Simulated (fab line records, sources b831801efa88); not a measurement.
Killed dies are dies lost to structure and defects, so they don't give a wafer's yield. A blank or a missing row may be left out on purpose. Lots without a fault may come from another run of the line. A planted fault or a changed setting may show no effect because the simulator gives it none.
One fault seen from 2 desks | flow gf180mcu | each desk has only its own numbers; what lay behind them comes last

THE TOOL OWNER'S DESK: iline_stepper-02
The tool's own readings at GF_HV_LDD_EXPOSE_16 (exposes mask Pplus LV AREA, target cd 400 nm): means of the sampled wafers that have a number, for each lot that ran on this tool. A lot is out of limits, marked OUT, if its mean lies more than 4 standard deviations from the usual mean; the brackets give that distance.
Columns: A = exposure_dose_mJ_cm2 at GF_HV_LDD_EXPOSE_16, usual 139.99; B = focus_offset_nm at GF_HV_LDD_EXPOSE_16, usual -0.1 nm
lot  | first seen here | A      | B
L883 | day 11 04:07    | 139.98 | -0.5
L884 | day 11 11:13    | 140.01 | -0.5
L892 | day 14 12:51    | 139.90 | -0.2
L895 | day 15 11:20    | 139.95 | -0.7
L902 | day 17 05:03    | 139.88 | 0.6
L903 | day 17 14:02    | 140.03 | -0.4
This desk's finding: nothing out of limits on any of the 6 lots.

THE METROLOGY DESK
What the gauges read, lot by lot, whatever tool the lot ran on: means of the sampled wafers that have a number. A lot is out of limits, marked OUT, if its mean lies more than 4 standard deviations from the usual mean; the brackets give that distance.
Columns: A = VT_IMPLANT_3_TW at GF_VT_IMPLANT_TW_MEAS_32, usual 268.4; B = DUAL_GATE_OXIDATION_00_THK at GF_DUAL_GATE_THK_MEAS_03, usual 10.93 nm
lot  | first seen here | A     | B
L880 | day 6 17:59     | 270.3 | 10.85
L881 | day 7 00:13     | 267.9 | 11.19
L883 | day 7 14:38     | 269.8 | 11.13
L884 | day 7 19:20     | 266.7 | 10.79
L888 | day 9 05:38     | 269.7 | 11.26
L889 | day 9 20:32     | 270.5 | 10.81
L892 | day 10 13:23    | 269.2 | 10.87
L895 | day 11 05:56    | 267.5 | 11.12
L898 | day 11 20:02    | 268.3 | 10.68
L899 | day 12 00:41    | 269.4 | 10.82
L900 | day 12 05:56    | 267.3 | 10.94
L901 | day 12 14:32    | 267.3 | 10.59
L902 | day 12 21:52    | 267.7 | 11.10
L903 | day 13 03:38    | 267.8 | 10.73
This desk's finding: nothing out of limits on any of the 14 lots.

PUT TOGETHER
The tool owner's desk saw nothing out of limits.
The metrology desk saw nothing out of limits.

WHAT THE SIMULATOR HAD PUT IN
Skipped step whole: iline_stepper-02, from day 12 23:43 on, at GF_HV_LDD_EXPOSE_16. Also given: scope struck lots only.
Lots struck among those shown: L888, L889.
